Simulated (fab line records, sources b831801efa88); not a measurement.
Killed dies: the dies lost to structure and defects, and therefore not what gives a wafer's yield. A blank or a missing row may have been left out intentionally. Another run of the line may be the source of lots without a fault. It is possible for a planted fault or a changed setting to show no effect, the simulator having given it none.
Comparing a struck lot with a sound one / flow sky130 / 43 steps out of a route of 708
Sound: the wafers L643.1, L643.2, L643.3. Struck: wafer L652.1 (left out: L652.6, a lot-mate that was not struck); the cause follows at the end.
Per side, at each step with rows, come the tool, then ch with its chambers, and then its first start. Under that, the readings that differ: sound wafers / struck wafers / difference of the means / sigmas: that difference in standard deviations of wafers without a fault.
alike: readings whose means differ by less than 2 such deviations, and words and numbers that are the same on both sides. not compared: withheld readings, readings that some wafer has no value for, bounds like >300 that may hide the same value, and numbers for which the record gives no deviation and whose values overlap.
The two part at a step that has a row with sigmas, a row that says differs or no value, or rows on one side only. Numbers that have no deviation but don't overlap get no sigmas and don't part them. A reading that every wafer of one side lacks parts them only if that side has two wafers or more.

first, 5 steps without rows for these wafers: SKY_FIELD_ISO_WET_ETCH_28 (etches SiO2 in dHF, target depth 23.7 nm, time 47 s); SKY_FIELD_ISO_WET_ETCH_29 (etches Si3N4 in H3PO4, target depth 160 nm, time 1825 s); SKY_FIELD_ISO_WET_ETCH_30 (etches SiO2 in dHF, target depth 25 nm, time 50 s); SKY_NWELL_CLEAN_00 (cleans in SC1/SC2, time 150 s); SKY_NWELL_OXIDATION_01 (stabilise 600 s, purge 300 s, target thk 10 nm).
SKY_NWELL_THK_MEAS_02:
  struck on filmMetro-02, day 5 11:27; sound on filmMetro-04, day 3 20:06
  alike: NWELL_OXIDATION_THK
then, 6 steps without rows for these wafers: SKY_DNWELL_DEHYDRATE_00 (time 60 s); SKY_DNWELL_HMDS_01 (prime time 60 s); SKY_DNWELL_COAT_02 (resist thk 3000 nm); SKY_DNWELL_SOFTBAKE_03; SKY_DNWELL_EXPOSE_04 (exposes mask DNM, target cd 3000 nm); SKY_DNWELL_PEB_05.
SKY_DNWELL_DEVELOP_06: develop time 60 s.
  sound on lithoTrack-02 ch 0, day 4 12:00; struck on lithoTrack-03 ch 0, day 6 06:00
following that, these wafers have no rows for 1 step: SKY_DNWELL_IMPLANT_07.
SKY_DNWELL_STRIP_08: strips in O2/N2.
  sound on plasmaAsher-03 ch 0,1, day 4 12:27; struck on plasmaAsher-01 ch 1, day 6 06:26
reading=drypumpMotorCurrentA (A); sound=5.84 5.72 5.85; struck=5.42; difference=-0.38; sigmas=-2
reading=oesProductAu (a.u.); sound=0.723 0.728 0.731; struck=0.716; difference=-0.011; sigmas=-2
  alike: stripTimeToEndpointS
  not compared: rfHoursCounterH
SKY_DNWELL_TW_MEAS_09:
  struck on filmMetro-03, day 6 06:32; sound on filmMetro-03, day 4 12:33
  alike: DNWELL_TW
then, 7 steps without rows for these wafers: SKY_PWDE_DEHYDRATE_00 (time 60 s); SKY_PWDE_HMDS_01 (prime time 60 s); SKY_PWDE_COAT_02 (resist thk 3000 nm); SKY_PWDE_SOFTBAKE_03; SKY_PWDE_EXPOSE_04 (exposes mask PWDEM, target cd 840 nm); SKY_PWDE_PEB_05; SKY_PWDE_DEVELOP_06 (develop time 60 s).
SKY_PWDE_OVL_MEAS_07:
  struck on overlay-01, day 7 01:10; sound on overlay-01, day 5 06:23
  alike: PWDE_OVL
following that, these wafers have no rows for 1 step: SKY_PWDE_IMPLANT_08.
SKY_PWDE_STRIP_09: strips in O2/N2.
  sound on plasmaAsher-02 ch 0,1, day 5 06:34; struck on plasmaAsher-03 ch 1, day 7 01:21
  alike: drypumpMotorCurrentA, oesProductAu, stripTimeToEndpointS
  not compared: rfHoursCounterH
SKY_PWDE_TW_MEAS_10:
  struck on filmMetro-02, day 7 01:27; sound on filmMetro-04, day 5 06:40
  alike: PWDE_TW
then, 7 steps without rows for these wafers: SKY_NWELL_DEHYDRATE_03 (time 60 s); SKY_NWELL_HMDS_04 (prime time 60 s); SKY_NWELL_COAT_05 (resist thk 3000 nm); SKY_NWELL_SOFTBAKE_06; SKY_NWELL_EXPOSE_07 (exposes mask NWM, target cd 840 nm); SKY_NWELL_PEB_08; SKY_NWELL_DEVELOP_09 (develop time 60 s).
SKY_NWELL_OVL_MEAS_10:
  struck on overlay-01, day 7 21:41; sound on overlay-02, day 6 00:47
  alike: NWELL_00_OVL
then, 3 steps without rows for these wafers: SKY_NWELL_IMPLANT_11; SKY_NWELL_IMPLANT_12; SKY_NWELL_IMPLANT_13.
SKY_NWELL_STRIP_14: strips in O2/N2.
  sound on plasmaAsher-01 ch 0,1, day 6 01:16; struck on plasmaAsher-02 ch 0, day 7 22:10
  alike: drypumpMotorCurrentA, oesProductAu, stripTimeToEndpointS
  not compared: rfHoursCounterH
SKY_NWELL_TW_MEAS_15:
  struck on filmMetro-03, day 7 22:16; sound on filmMetro-04, day 6 01:22
reading=NWELL_TW; sound=1840 1825 1832; struck=1795; difference=-37; sigmas=-2
then, 2 steps without rows for these wafers: SKY_NWELL_DEHYDRATE_16 (time 60 s); SKY_NWELL_HMDS_17 (prime time 60 s).
-- the record jumps here: 41 days lie between the struck wafers' starts before and after (it left off in module NWELL and takes up again in module PAD_OPEN, whose first step shown is number 708 of the route) --
SKY_PAD_OPEN_PROBE_99:
  struck on prober-01, day 49 06:18; sound on prober-02, day 47 05:00
reading=model.etest.resDeepNwell.widthNm (nm); sound=2998 3003 2995; struck=3024; difference=+25; sigmas=
  alike: killed_at_M0_to_M3, killed_at_M4_up, killedAtContacts, killedAtFrontEnd, killedAtOther, killedDies, killedOnRim, killedOpen, killedShort

WHERE THEY PART
At SKY_DNWELL_STRIP_08 first; at SKY_NWELL_TW_MEAS_15 last (within this record only). Later steps at which nothing parts them and some readings are alike: SKY_PAD_OPEN_PROBE_99.

WHY: what had been put in by the simulator
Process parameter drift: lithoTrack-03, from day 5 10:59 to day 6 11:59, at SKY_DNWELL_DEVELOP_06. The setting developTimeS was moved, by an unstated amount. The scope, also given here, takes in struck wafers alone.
